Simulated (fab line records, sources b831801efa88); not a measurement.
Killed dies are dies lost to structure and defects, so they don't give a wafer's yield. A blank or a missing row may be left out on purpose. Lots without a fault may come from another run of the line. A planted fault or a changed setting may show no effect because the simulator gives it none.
Problem report in the 8D (eight disciplines) form, filled by code | flow gf180mcu | the parts of the form that need people (team, actions taken, sign-off) are left out

1. THE PROBLEM
V1_W_RS at GF_V1_RS_MEAS_24 reads a mean of 0.353 ohm/sq on 2 wafers of 2 lots; wafers without a fault read 0.326 ohm/sq with a standard deviation of 0.0031. That is +8.9 standard deviations from the usual mean.
The step: measures by four-point-probe.
First seen on wafer L832.1, day 24 14:08, on film_metro-03. The record holds 33 wafers of 11 lots with a number at this step. Rule for "out", or "out of limits": more than 4 standard deviations from the usual mean. The other wafers with a number count as sound.

2. WHAT IT IS AND WHAT IT IS NOT
question                    | is                | is not
which readings at this step | V1_W_RS           | -
which lots                  | L832, L833        | L814, L816, L818, L820, L823, L824, L825, L835, L837
which wafers of those lots  | L832.1, L833.5    | L832.4, L832.6, L833.2, L833.6
read on which gauges        | film_metro-03     | film_metro-01, film_metro-02
when                        | from day 24 14:08 | up to then (23 sound wafers); but 8 sound wafers of L833, L835, L837 came after

3. SUSPECTS, AND WHAT RULES EACH OUT
Counting: a tool at a process step up to the reading stays a suspect if it ran every lot that is out. Sound lots after the first of them don't rule it out here, since some wafers of a struck lot are sound.
- the gauge at GF_V1_RS_MEAS_24: ruled out. All the wafers that are out were read on film_metro-03, but those of them that GF_V1_CVD_23 has rows for are out there too, on other tools.
- plasma_asher-03 at GF_V1_STRIP_18 (strips in O2/N2): kept. It ran every lot that is out, first L832 (day 24 13:21); its last sound lot up to then is L814 (day 18 02:26).
- cvd_w-02 at GF_V1_CVD_23 (deposits W, target thk 350 nm, time 105.05 s): kept. It ran every lot that is out, first L832 (day 24 14:02); its last sound lot up to then is L825 (day 22 05:32). Its own readings are out on those wafers: chamber_pressure_Torr.
- Within plasma_asher-03 at GF_V1_STRIP_18: the wafers that are out ran in chamber 1; their sound lot-mates ran in chamber 0.
- Within cvd_w-02 at GF_V1_CVD_23: the wafers that are out ran in chamber 0; their sound lot-mates ran in chamber 1.
Left after counting: plasma_asher-03 at GF_V1_STRIP_18, cvd_w-02 at GF_V1_CVD_23.

4. THE CAUSE (what the simulator had put in)
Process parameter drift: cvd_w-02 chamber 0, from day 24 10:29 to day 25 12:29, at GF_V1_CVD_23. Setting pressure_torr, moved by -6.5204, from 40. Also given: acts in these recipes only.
Counting left 2 suspects, and this tool is among them.

5. THE CHAIN OF EFFECTS, in route order
Each row: a reading whose mean over the struck wafers that have a number lies more than 3 standard deviations from the usual. Only readings for which the record gives a usual standard deviation are gone through. hours: the time from each lot's start at the first step in this table that gives one to its start at this step, as a median over the lots. sigmas: the change in usual standard deviations.
hours | step              | reading               | usual        | on struck wafers | change | sigmas
0     | GF_V1_CVD_23      | chamber_pressure_Torr | 40.02 Torr   | 33.58            | -6.44  | -73
0     | GF_V1_RS_MEAS_24  | V1_W_RS               | 0.326 ohm/sq | 0.353            | +0.027 | +8.9
0     | GF_V1_THK_MEAS_25 | V1_W_THK              | 376 nm       | 349              | -27    | -5.4
The process steps in it:
- GF_V1_CVD_23: deposits W, target thk 350 nm, time 105.05 s.

6. WHAT WOULD HAVE CAUGHT IT SOONER
In this record the first reading out of limits at a measuring or inspecting step was taken at day 24 14:08, 4 hours after the fault began at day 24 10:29.
The tool's own readings at GF_V1_CVD_23 were out on every struck wafer that the step has a row for (chamber_pressure_Torr): an alarm limit on them would have fired on the first of those.
Of the lots that are out (2), L833 began GF_V1_CVD_23 on cvd_w-02 after day 24 14:08. A hold on the tool at that time would have spared it.
